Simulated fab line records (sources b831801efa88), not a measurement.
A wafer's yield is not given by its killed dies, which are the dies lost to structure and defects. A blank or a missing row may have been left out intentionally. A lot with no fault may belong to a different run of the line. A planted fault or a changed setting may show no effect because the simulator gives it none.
Which tool is to blame? ; flow gf180mcu ; 12 lots, 36 wafers sampled, at 1 step of a route of 602

WHAT EACH GAUGE READ, for each wafer
GF_V1_CD_MEAS_14 targets a cd of 260 nm.
lot;measured;on;cdNm (nm)
L075;day 19 10:10;cdSem-02;261.3 261.0 260.9
L077;day 19 22:05;cdSem-02;260.4 260.4 259.7
L079;day 20 23:58;cdSem-02;260.2 259.5 259.2
L082;day 21 19:49;cdSem-02;261.6 261.3 261.7
L083;day 22 05:08;cdSem-02;261.0 260.5 259.8
L085;day 22 17:30;cdSem-02;260.6 260.2 262.5
L087;day 23 10:28;cdSem-02;260.4 260.3 260.1
L089;day 24 12:01;cdSem-02;261.1 260.8 260.8
L091;day 24 22:50;cdSem-02;260.1 260.2 260.3
L093;day 25 13:38;cdSem-01;261.0 262.0 261.1
L095;day 26 07:37;cdSem-02;262.0 263.0 260.6
L097;day 26 18:57;cdSem-02;260.6 260.4 260.6

WHICH TOOL RAN EACH LOT (tool, then ch and the chambers of the sampled wafers, then the start)
The record shows no process step preceding these readings.

THE ANSWER, worked out from the rows above alone
Rule: the usual values come from the lots themselves. The widest of any qualifying gaps counts: lots, ordered by their means at a reading, are off when they make up no more than a third of the lots, leave a main group of 4 or more, and stand apart from it by 3 or more times the standard deviation of that group's means. If all means in a main group match to the digits the tables above print for the reading, that group is not used. A lot without any number at a reading at which 4 lots or more have one is off too. The other lots that the step has rows for count as sound.
Nothing can be told from this: no lot is off at any reading shown.

WHAT HAD BEEN PUT IN BY THE SIMULATOR
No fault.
